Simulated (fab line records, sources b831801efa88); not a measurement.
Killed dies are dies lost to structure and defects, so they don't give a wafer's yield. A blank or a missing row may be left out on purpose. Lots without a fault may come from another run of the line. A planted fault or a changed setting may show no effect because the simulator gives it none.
fab line records | flow sky130
record lots=6 wafers=18 last_day=50
route steps=708 shown VIA4@652 METAL5@661 PAD_OPEN@708
lots that met no fault: from a run of the same line without faults
start_h: hours from the record's first day to the start of the lot's first wafer shown | wait_h: hours since the lot's step before | " the same as in the row above | L1.1+2: a row that stands for several wafers | - no value, or no start given | * or withheld: withheld | < > ~ a bound
route shown NAME@n: a module of which the file shows steps, and the number in the route of the first | usual: mean/standard deviation of fault-free wafers | same: alike in all rows | chamber/n: place in a boat | sites: the reading at each site | _std_site: their standard deviation | _edge_site: outer sites' mean less inner sites' | radius_mm: how far each site lies from the wafer's centre | mask NAME#n: copy n | behind: the tool/chamber that last shaped the wafer | hold: why the lot was held/for how many hours/how that ended | device: the transistor (n, p or np) that didn't switch | end of line: the same wafers' tests at the end of the route | a step without rows: its recipe alone | killed: dies lost to structure and defects at the first sort, not the wafer's yield | map: a wafer's dies, x killed, . not, _ none there
set.NAME: the setting as run; set.NAME@STEP: as run at that earlier step | model.NAME: the simulator's own value behind a step, which no gauge read
lots at some steps of the route; a table a step, a row a wafer
services: from which hour (start_h, from the record's first day; less than 0 if before it) a tool's chamber was out of use, for how many hours, and why
## steps
# step SKY_VIA4_STRIP_13
# recipe chemistry=O2/N2 power_w=1400 pressure_mtorr=1500 platen_temp_c=withheld o2_flow_sccm=3000 n2_flow_sccm=300 overash_fraction=0.5
# usual drypump_motor_current_A=5.8/0.5 oes_product_au=0.709/0.0049 strip_time_to_endpoint_s=12.813/0.029
# columns lot.wafer tool chamber start_h wait_h drypump_motor_current_A oes_product_au rf_hours_counter_h strip_time_to_endpoint_s
L568.4 plasma_asher-02 1 1016.90 - 5.7 0.706 - 12.755
L568.5 " 1 " " 5.7 0.711 - 12.795
L568.6 " 0 " " 6.6 0.702 - 12.823
L572.1 plasma_asher-04 0 1051.00 - 5.0 0.708 122 12.829
L572.3 " 0 " " 5.0 0.716 - 12.791
L572.4 " 1 " " 5.9 0.710 - 12.802
L580.1 plasma_asher-03 0 1084.33 - 6.2 0.706 34 12.763
L580.2 " 1 " " 5.6 0.709 34 12.818
L580.6 " 0 " " 6.2 0.707 - 12.786
L581.1 plasma_asher-04 1 1095.37 - 5.9 0.704 3 12.848
L581.2 " 0 " " 5.0 0.706 3 12.852
L581.3 " 0 " " 5.0 0.708 - 12.800
L587.2 plasma_asher-04 0 1124.78 - 5.0 0.700 5 12.788
L587.4 " 0 " " 5.0 0.705 - 12.809
L587.5 " 0 " " 5.0 0.713 - 12.820
L591.1 plasma_asher-02 0 1139.92 - 6.7 0.718 100 12.810
L591.4 " 1 " " 5.7 0.717 - 12.810
L591.5 " 1 " " 5.7 0.706 - 12.836
# step SKY_VIA4_STRIP_14
# recipe chemistry=post_etch_residue_remover time_s=1200 temp_c=72.5
# step SKY_VIA4_CLEAN_15
# recipe chemistry=IPA time_s=180 temp_c=25
# step SKY_VIA4_CLEAN_16
# recipe chemistry=O3/DIW dry=n2_spin
# step SKY_VIA4_SPUTTER_17
# recipe material=TiN target_thk_nm=20 chamber_pressure_pa=5 power_w=4000 time_s=80
# step SKY_VIA4_CVD_18
# recipe material=W target_thk_nm=505 time_s=152.14 temp_c=400 pressure_torr=40
# usual heater_power_w=809/30
# columns lot.wafer tool chamber start_h wait_h heater_power_w
L568.4 cvd_w-01 0 1017.58 0.1 843
L568.5 " 1 " " 773
L568.6 " 0 " " 849
L572.1 cvd_w-01 0 1051.66 0.0 851
L572.3 " 0 " " 840
L572.4 " 1 " " 760
L580.1 cvd_w-02 1 1084.99 0.0 839
L580.2 " 0 " " 803
L580.6 " 1 " " 827
L581.1 cvd_w-02 1 1096.02 0.0 791
L581.2 " 0 " " 808
L581.3 " 1 " " 812
L587.2 cvd_w-01 0 1125.51 0.0 841
L587.4 " 0 " " 846
L587.5 " 0 " " 849
L591.1 cvd_w-02 1 1140.57 0.0 797
L591.4 " 0 " " 829
L591.5 " 1 " " 813
# step SKY_VIA4_RS_MEAS_19
# recipe thk_meas_gauge=four-point-probe reads=W_of_VIA4_CVD_18+TiN_of_VIA4_SPUTTER_17
# usual VIA4_W_RS=0.2274/0.002
# columns lot.wafer tool chamber start_h wait_h VIA4_W_RS[ohm/sq]
L568.4 film_metro-04 - 1017.74 0.1 0.2278
L568.5 " - " " 0.2309
L568.6 " - " " 0.2282
L572.1 film_metro-04 - 1051.81 0.1 0.2261
L572.3 " - " " 0.2297
L572.4 " - " " 0.2289
L580.1 film_metro-04 - 1085.14 0.1 0.2278
L580.2 " - " " 0.2272
L580.6 " - " " 0.2277
L581.1 film_metro-04 - 1096.17 0.1 0.2288
L581.2 " - " " 0.2286
L581.3 " - " " 0.2267
L587.2 film_metro-04 - 1125.68 0.1 0.2252
L587.4 " - " " 0.2260
L587.5 " - " " 0.2254
L591.1 film_metro-04 - 1140.72 0.1 0.2286
L591.4 " - " " 0.2263
L591.5 " - " " 0.2264
# step SKY_VIA4_THK_MEAS_20
# recipe thk_meas_gauge=xrf reads=W_of_VIA4_CVD_18
# usual VIA4_W_THK=500/5.6
# columns lot.wafer tool chamber start_h wait_h VIA4_W_THK[nm]
L568.4 film_metro-04 - 1017.83 0.1 496
L568.5 " - " " 486
L568.6 " - " " 497
L572.1 film_metro-04 - 1051.93 0.1 505
L572.3 " - " " 494
L572.4 " - " " 495
L580.1 film_metro-04 - 1085.26 0.1 503
L580.2 " - " " 502
L580.6 " - " " 501
L581.1 film_metro-04 - 1096.29 0.1 500
L581.2 " - " " 499
L581.3 " - " " 501
L587.2 film_metro-04 - 1125.79 0.1 511
L587.4 " - " " 504
L587.5 " - " " 506
L591.1 film_metro-04 - 1140.84 0.1 497
L591.4 " - " " 503
L591.5 " - " " 501
# step SKY_VIA4_CMP_21
# recipe stop_on=SiO2 t_overpolish_s=25 down_force_psi=3.5 platen_rpm=60 target_thk_nm=0 pad_velocity_m_s=0.94248
# usual head_pressure_psi=3.499/0.0077 motor_current_A=10.9/1.2 overpolish_run_s=24.999/0.0094 time_to_endpoint_s=121/4.4
# columns lot.wafer tool chamber start_h wait_h head_pressure_psi motor_current_A overpolish_run_s time_to_endpoint_s
L568.4 cmp-02 3 1018.01 0.2 3.500 11.8 25.007 129
L568.6 " 0 " " 3.499 10.2 24.997 123
L568.5 " 1 " " 3.501 10.0 24.986 122
L572.3 cmp-01 2 1051.99 0.0 3.501 11.8 24.991 114
L572.1 " 0 " " 3.497 9.0 24.991 121
L572.4 " 1 " " 3.483 12.3 24.992 114
L580.1 cmp-02 3 1085.43 0.2 3.500 11.6 25.010 134
L580.2 " 0 " " 3.496 10.1 24.992 125
L580.6 " 2 " " 3.492 9.7 24.992 126
L581.3 cmp-02 3 1096.44 0.1 3.486 11.3 25.001 124
L581.2 " 1 " " 3.487 10.7 24.990 123
L581.1 " 2 " " 3.505 9.6 25.007 120
L587.4 cmp-02 0 1125.84 0.0 3.496 10.1 25.008 119
L587.2 " 2 " " 3.493 10.2 24.995 121
L587.5 " 1 " " 3.504 10.5 24.988 123
L591.1 cmp-02 3 1140.90 0.1 3.493 11.6 25.006 127
L591.4 " 0 " " 3.509 10.4 24.992 119
L591.5 " 0 " " 3.503 9.3 25.001 120
# step SKY_METAL5_SPUTTER_00
# recipe material=Ti target_thk_nm=15 power_w=3000 time_s=10 chamber_pressure_pa=0.4
# usual throttle_valve_pct=30.0/1
# columns lot.wafer tool chamber start_h wait_h throttle_valve_pct
L568.4 pvd_sputter-01 - 1018.16 0.1 32.0
L568.5 " - " " 32.1
L568.6 " - " " 29.9
L572.1 pvd_sputter-03 - 1052.29 0.1 29.8
L572.3 " - " " 31.2
L572.4 " - " " 30.3
L580.1 pvd_sputter-03 - 1085.63 0.1 30.4
L580.2 " - " " 29.8
L580.6 " - " " 30.9
L581.1 pvd_sputter-03 - 1096.74 0.1 30.2
L581.2 " - " " 30.4
L581.3 " - " " 29.6
L587.2 pvd_sputter-01 - 1126.14 0.1 30.2
L587.4 " - " " 29.6
L587.5 " - " " 31.9
L591.1 pvd_sputter-02 - 1141.20 0.2 27.6
L591.4 " - " " 29.0
L591.5 " - " " 30.1
# step SKY_METAL5_SPUTTER_01
# recipe material=TiN target_thk_nm=20 power_w=6500 time_s=16.7 chamber_pressure_pa=0.4
# step SKY_METAL5_SPUTTER_02
# recipe material=AlCu target_thk_nm=1150 power_w=10600 time_s=61.2 chamber_pressure_pa=0.4
# step SKY_METAL5_SPUTTER_03
# recipe material=Ti target_thk_nm=5 power_w=3000 time_s=3.3 chamber_pressure_pa=0.4
# usual throttle_valve_pct=30.0/1.1
# columns lot.wafer tool chamber start_h wait_h throttle_valve_pct model.Ti_of_METAL5_SPUTTER_03.thk_nm
L568.4 pvd_sputter-01 - 1018.26 0.0 31.8 4.991
L568.5 " - " " 32.2 5.026
L568.6 " - " " 30.0 5.182
L572.1 pvd_sputter-03 - 1052.39 0.0 30.1 4.84
L572.3 " - " " 31.1 4.869
L572.4 " - " " 30.2 4.875
L580.1 pvd_sputter-03 - 1085.73 0.0 30.4 4.912
L580.2 " - " " 29.8 4.933
L580.6 " - " " 31.4 6.909
L581.1 pvd_sputter-03 - 1096.84 0.0 30.0 5.044
L581.2 " - " " 30.5 4.97
L581.3 " - " " 29.5 6.752
L587.2 pvd_sputter-01 - 1126.24 0.0 30.1 5.197
L587.4 " - " " 29.7 5.032
L587.5 " - " " 31.9 5.217
L591.1 pvd_sputter-02 - 1141.30 0.0 27.5 4.926
L591.4 " - " " 29.2 5.07
L591.5 " - " " 29.9 5.04
# step SKY_METAL5_SPUTTER_04
# recipe material=TiN target_thk_nm=70 power_w=6500 time_s=58.3 chamber_pressure_pa=0.4
# usual throttle_valve_pct=30.0/1
# columns lot.wafer tool chamber start_h wait_h throttle_valve_pct
L568.4 pvd_sputter-01 - 1018.27 0.0 31.9
L568.5 " - " " 32.2
L568.6 " - " " 29.8
L572.1 pvd_sputter-03 - 1052.41 0.0 30.2
L572.3 " - " " 31.2
L572.4 " - " " 30.6
L580.1 pvd_sputter-03 - 1085.75 0.0 30.3
L580.2 " - " " 30.2
L580.6 " - " " 31.3
L581.1 pvd_sputter-03 - 1096.86 0.0 30.3
L581.2 " - " " 30.1
L581.3 " - " " 29.6
L587.2 pvd_sputter-01 - 1126.26 0.0 30.0
L587.4 " - " " 29.3
L587.5 " - " " 32.1
L591.1 pvd_sputter-02 - 1141.32 0.0 27.8
L591.4 " - " " 29.3
L591.5 " - " " 30.0
# step SKY_PAD_OPEN_PROBE_99
# usual defect_limited_yield=82.3/1.9 killed_at_M0_to_M3=44/6.5 killed_at_M4_up=3.3/1.9 killed_at_contacts=24/5.3 killed_at_front_end=15/4.5 killed_at_other=0.3/0.58 killed_dies=87/9.3 killed_open=48/6.6 killed_short=39/6.1 sort_bin_3_pad_short=0.9/0.46 sort_bin_5_function=10.5/1.6 sort_bin_6_memory=6.3/1.1 sort_n_pass=405/9.3 sort_yield_pct=82.3/1.9
# same gross_dies=492 killed_at_back_side=0 sort_bin_4_leakage[%]=0 sort_bin_8_speed[%]=0
# columns lot.wafer tool chamber start_h wait_h defect_limited_yield[%] killed_at_M0_to_M3 killed_at_M4_up killed_at_contacts killed_at_front_end killed_at_other killed_dies killed_open killed_short sort_bin_3_pad_short[%] sort_bin_5_function[%] sort_bin_6_memory[%] sort_n_pass sort_yield_pct[%]
L568.4 prober-02 - 1086.12 0.2 78.5 49 3 34 20 0 106 60 46 0.8 11.0 9.8 386 78.5
L568.5 prober-02 - 1086.17 0.2 82.9 35 3 31 14 1 84 40 44 0.6 10.0 6.5 408 82.9
L568.6 prober-02 - 1086.22 0.2 80.9 49 3 24 18 0 94 52 42 1.2 11.2 6.7 398 80.9
L572.1 prober-02 - 1118.09 0.1 85.2 35 4 21 13 0 73 41 32 0.4 7.5 6.9 419 85.2
L572.3 prober-02 - 1118.19 0.2 82.7 49 2 16 18 0 85 51 34 1.0 10.4 5.9 407 82.7
L572.4 prober-02 - 1118.24 0.2 81.3 45 3 28 16 0 92 50 42 0.8 12.6 5.3 400 81.3
L580.1 prober-02 - 1148.68 0.1 80.3 44 2 25 26 0 97 49 48 1.6 11.0 7.1 395 80.3
L580.2 prober-02 - 1148.73 0.1 80.9 43 5 21 24 1 94 53 41 1.4 10.4 7.3 398 80.9
L580.6 prober-02 - 1148.93 0.2 83.3 39 2 27 13 1 82 43 39 1.4 10.6 4.7 410 83.3
L587.2 prober-01 - 1184.02 0.1 80.9 39 2 36 17 0 94 63 31 0.2 14.4 4.5 398 80.9
L587.4 prober-01 - 1184.12 0.2 81.5 39 4 33 13 2 91 48 43 0.4 10.2 7.9 401 81.5
L587.5 prober-01 - 1184.17 0.2 84.3 40 2 22 13 0 77 51 26 0.8 8.5 6.3 415 84.3
# killed by level:class
L568.4 LI_CONTACT:geometric_particle:open=14 VIA2:geometric_particle:open=8 VIA3:geometric_particle:open=7 CONTACT:geometric_particle:short=7 VIA1:geometric_particle:open=7 POLY_GATE:geometric_particle:short=6 METAL2:geometric_particle:open=5 CONTACT:geometric_particle:open=5
L568.5 CONTACT:geometric_particle:open=11 VIA1:geometric_particle:open=9 LOCAL_INTERCONNECT:geometric_particle:short=7 METAL2:geometric_particle:short=7 VIA2:geometric_particle:open=7 CONTACT:geometric_particle:short=5 POLY_GATE:geometric_particle:short=4 FIELD_ISO:geometric_particle:open=3
L568.6 CONTACT:geometric_particle:open=10 VIA1:geometric_particle:short=8 VIA1:geometric_particle:open=8 VIA2:geometric_particle:open=7 METAL2:geometric_particle:short=6 FIELD_ISO:geometric_particle:open=5 LOCAL_INTERCONNECT:geometric_particle:short=5 FIELD_ISO:geometric_particle:short=5
L572.1 VIA1:geometric_particle:open=13 VIA2:geometric_particle:open=6 FIELD_ISO:geometric_particle:open=5 LI_CONTACT:geometric_particle:open=5 LOCAL_INTERCONNECT:geometric_particle:short=5 CONTACT:geometric_particle:short=5 METAL1:geometric_particle:short=5 CONTACT:geometric_particle:open=4
L572.3 VIA1:geometric_particle:open=15 FIELD_ISO:geometric_particle:short=9 VIA2:geometric_particle:open=9 CONTACT:geometric_particle:open=7 FIELD_ISO:geometric_particle:open=5 VIA3:geometric_particle:open=5 LI_CONTACT:geometric_particle:open=4 LOCAL_INTERCONNECT:geometric_particle:short=4
L572.4 CONTACT:geometric_particle:open=9 VIA1:geometric_particle:open=9 FIELD_ISO:geometric_particle:short=8 LI_CONTACT:geometric_particle:open=8 METAL2:geometric_particle:short=7 LOCAL_INTERCONNECT:geometric_particle:short=7 VIA3:geometric_particle:open=7 METAL1:geometric_particle:short=4
L580.1 CONTACT:geometric_particle:open=10 LI_CONTACT:geometric_particle:open=9 METAL2:geometric_particle:short=9 VIA1:geometric_particle:open=8 VIA1:geometric_particle:short=8 FIELD_ISO:geometric_particle:short=7 POLY_GATE:geometric_particle:short=7 VIA2:geometric_particle:open=6
L580.2 VIA1:geometric_particle:open=12 VIA3:geometric_particle:open=9 METAL1:geometric_particle:short=8 CONTACT:geometric_particle:open=7 POLY_GATE:geometric_particle:short=7 LI_CONTACT:geometric_particle:open=7 CONTACT:geometric_particle:short=7 FIELD_ISO:geometric_particle:open=4
L580.6 VIA1:geometric_particle:open=14 CONTACT:geometric_particle:open=8 FIELD_ISO:geometric_particle:short=7 VIA2:geometric_particle:open=7 LI_CONTACT:geometric_particle:open=6 CONTACT:geometric_particle:short=6 VIA1:geometric_particle:short=4 POLY_GATE:geometric_particle:short=3
L587.2 CONTACT:geometric_particle:open=20 VIA1:geometric_particle:open=11 FIELD_ISO:geometric_particle:open=7 VIA3:geometric_particle:open=6 LI_CONTACT:geometric_particle:open=6 VIA2:geometric_particle:open=6 CONTACT:geometric_particle:short=5 POLY_GATE:geometric_particle:open=4
L587.4 CONTACT:geometric_particle:open=18 VIA1:geometric_particle:open=8 VIA2:geometric_particle:open=8 LI_CONTACT:geometric_particle:open=5 VIA3:geometric_particle:open=5 FIELD_ISO:geometric_particle:short=4 LOCAL_INTERCONNECT:geometric_particle:short=4 CONTACT:geometric_particle:short=4
L587.5 VIA1:geometric_particle:open=10 CONTACT:geometric_particle:open=9 FIELD_ISO:geometric_particle:open=7 LI_CONTACT:geometric_particle:open=6 VIA1:geometric_particle:short=6 VIA3:geometric_particle:open=6 METAL1:geometric_particle:open=5 VIA2:geometric_particle:open=5
## services
# columns tool chamber start_h hours kind
plasma_asher-04 - 1013.77 15.6 pm
plasma_asher-03 - 1019.86 2.2 repair
cmp-01 - 1027.99 3.7 pm
plasma_asher-04 - 1042.40 0.6 repair
plasma_asher-04 - 1055.25 9.0 pm
plasma_asher-04 0 1055.25 9.0 vent_cycle
plasma_asher-04 1 1055.25 9.0 vent_cycle
cvd_w-01 1 1056.69 10.2 repair
plasma_asher-04 0 1064.25 - clean
plasma_asher-04 1 1064.25 - clean
pvd_sputter-02 - 1072.54 1.6 repair
cmp-01 - 1084.48 4.0 pm
cmp-01 - 1088.48 - consumable_replace:conditioner
cmp-01 - 1088.48 - consumable_replace:pad
plasma_asher-04 - 1103.65 3.4 repair
cmp-01 - 1115.86 0.9 repair
cmp-02 - 1123.21 1.1 repair
plasma_asher-04 - 1131.42 2.1 repair
## key
first_sign none at tools or gauges
model_effect step=SKY_METAL5_SPUTTER_03 value=Ti_of_METAL5_SPUTTER_03.thk_nm without=5.01 struck=6.83
met_at SKY_METAL5_SPUTTER_03
struck_wafers L580.6,L581.3
onset_between 1052.39 1085.73
fault kind=process_parameter_drift tool=pvd_sputter-03 chamber=- onset_h=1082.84 steps=SKY_METAL5_SPUTTER_03 channel=target_thk_nm offset=1.8199 shape=step end_h=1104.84 scope=struck_wafers_only acts_in=these_recipes_only stated=5
